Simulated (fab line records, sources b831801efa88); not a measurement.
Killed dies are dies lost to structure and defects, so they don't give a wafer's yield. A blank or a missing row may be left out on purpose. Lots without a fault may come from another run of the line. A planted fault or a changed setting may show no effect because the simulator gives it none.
Which tool did it? | flow gf180mcu | 12 lots, 35 wafers sampled, at 3 steps of a route of 602

WHAT THE GAUGES READ, wafer by wafer
GF_M1_CD_MEAS_14: target cd 230 nm.
lot  | measured     | on        | cd_nm (nm)
L941 | day 16 17:07 | cd_sem-01 | 231.0 230.7 230.1
L942 | day 17 04:40 | cd_sem-02 | 232.3 231.0 232.1
L943 | day 18 15:52 | cd_sem-01 | 231.8 230.7 230.0
L944 | day 18 22:25 | cd_sem-01 | 231.1 229.4 231.2
L946 | day 18 23:38 | cd_sem-02 | 228.0 227.9 227.9
L947 | day 19 08:31 | cd_sem-02 | 229.1 227.6 228.5
L951 | day 21 05:31 | cd_sem-01 | 230.2 229.9 230.2
L953 | day 21 13:19 | cd_sem-01 | 232.1 230.8 230.9
L954 | day 21 23:20 | cd_sem-01 | 232.8 232.4 230.9
L955 | day 22 15:53 | cd_sem-02 | 229.2 229.0
L958 | day 23 08:05 | cd_sem-01 | 230.5 230.7 231.3
L964 | day 25 06:36 | cd_sem-02 | 230.8 232.0 231.6

GF_V2_THK_MEAS_01.
lot  | measured     | on            | V2_CVD_00_THK (nm)
L941 | day 18 17:35 | film_metro-03 | 600 599 601
L942 | day 19 06:17 | film_metro-04 | 606 608 604
L943 | day 20 19:40 | film_metro-04 | 597 601 592
L944 | day 21 01:46 | film_metro-01 | 596 597 591
L946 | day 21 02:14 | film_metro-04 | 614 605 613
L947 | day 21 12:07 | film_metro-04 | 596 598 587
L951 | day 23 08:35 | film_metro-03 | 588 589 603
L953 | day 23 15:37 | film_metro-04 | 606 599 604
L954 | day 24 00:45 | film_metro-03 | 594 601 598
L955 | day 24 16:13 | film_metro-01 | 597 475 596 475
L958 | day 25 08:40 | film_metro-01 | 599 478 605 599 479 605
L964 | day 27 03:45 | film_metro-04 | 604 596 600

WHICH TOOL RAN EACH LOT (tool, then ch and the chambers of the sampled wafers, then the start)
lot  | GF_V2_CVD_00
L941 | hdpcvd-02 ch 0,1, day 18 17:31
L942 | hdpcvd-02 ch 0,2, day 19 06:12
L943 | hdpcvd-01 ch 0,1,2, day 20 19:35
L944 | hdpcvd-02 ch 0,1,2, day 21 01:42
L946 | hdpcvd-01 ch 0,2, day 21 02:10
L947 | hdpcvd-02 ch 0,1,2, day 21 12:03
L951 | hdpcvd-01 ch 0,1,2, day 23 08:31
L953 | hdpcvd-02 ch 0,1, day 23 15:32
L954 | hdpcvd-02 ch 0,1,2, day 24 00:40
L955 | hdpcvd-02 ch 1,2, day 24 16:08
L958 | hdpcvd-02 ch 0,1,2, day 25 08:35
L964 | hdpcvd-01 ch 0,1, day 27 03:41
- GF_V2_CVD_00: deposits SiO2, target thk 600 nm, time 100 s.

WHAT THE TOOLS THEMSELVES READ (means of the sampled wafers that have a number; where no wafer has one, the mark that the record gives instead)
GF_V2_CVD_00.
lot  | tool      | sih4_flow_sccm (sccm)
L941 | hdpcvd-02 | 60.00
L942 | hdpcvd-02 | 59.84
L943 | hdpcvd-01 | 59.89
L944 | hdpcvd-02 | 59.97
L946 | hdpcvd-01 | 59.98
L947 | hdpcvd-02 | 60.16
L951 | hdpcvd-01 | 59.90
L953 | hdpcvd-02 | 60.01
L954 | hdpcvd-02 | 60.08
L955 | hdpcvd-02 | 53.79
L958 | hdpcvd-02 | 55.92
L964 | hdpcvd-01 | 60.02

THE ANSWER, worked out from the rows above alone
Rule: what is usual is taken from the lots themselves. Put in order of their means at a reading, lots are off if they are a third of the lots or fewer, leave a main group of 4 or more, and stand apart from it by a gap of 3 or more times the standard deviation of the main group's means; of several such gaps the widest counts. A main group whose means are all the same, to the digits that the tables above print for the reading, isn't used. A lot without any number at a reading at which 4 lots or more have one is off too. The other lots that the step has rows for count as sound. The gauges are gone through in route order, then the tools' own readings, and for those a lot's mean is taken as printed above. The first step at which some lot is off is used, and at that step the reading that is off furthest; a lot without a number counts as furthest.
Off: L955, L958, at GF_V2_THK_MEAS_01 (V2_CVD_00_THK). The main group: mean 600 nm, standard deviation 5.4.
A tool fits if, at a process step before that reading, it ran every lot that is off, and no sound lot after the first of them. The gauges at GF_V2_THK_MEAS_01 aren't tried: what is off there is off at GF_V2_CVD_00 too, on other tools, and a gauge's error can't cause that. One fits: hdpcvd-02 at GF_V2_CVD_00. Its last sound lot is L954 (day 24 00:40), its first lot that is off L955 (day 24 16:08): a fault that began between those two fits.
The tool's own readings at GF_V2_CVD_00 bear it out: on the lots that are off they differ by more than 5 times the standard deviation of the sound lots' means. sih4_flow_sccm reads 54.86 sccm there against 59.98 sccm on the sound lots.

WHAT THE SIMULATOR HAD PUT IN
Process parameter drift: hdpcvd-02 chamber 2, from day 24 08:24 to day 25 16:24, at GF_V2_CVD_00. Setting sih4_flow_sccm, moved by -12, from 60. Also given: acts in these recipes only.
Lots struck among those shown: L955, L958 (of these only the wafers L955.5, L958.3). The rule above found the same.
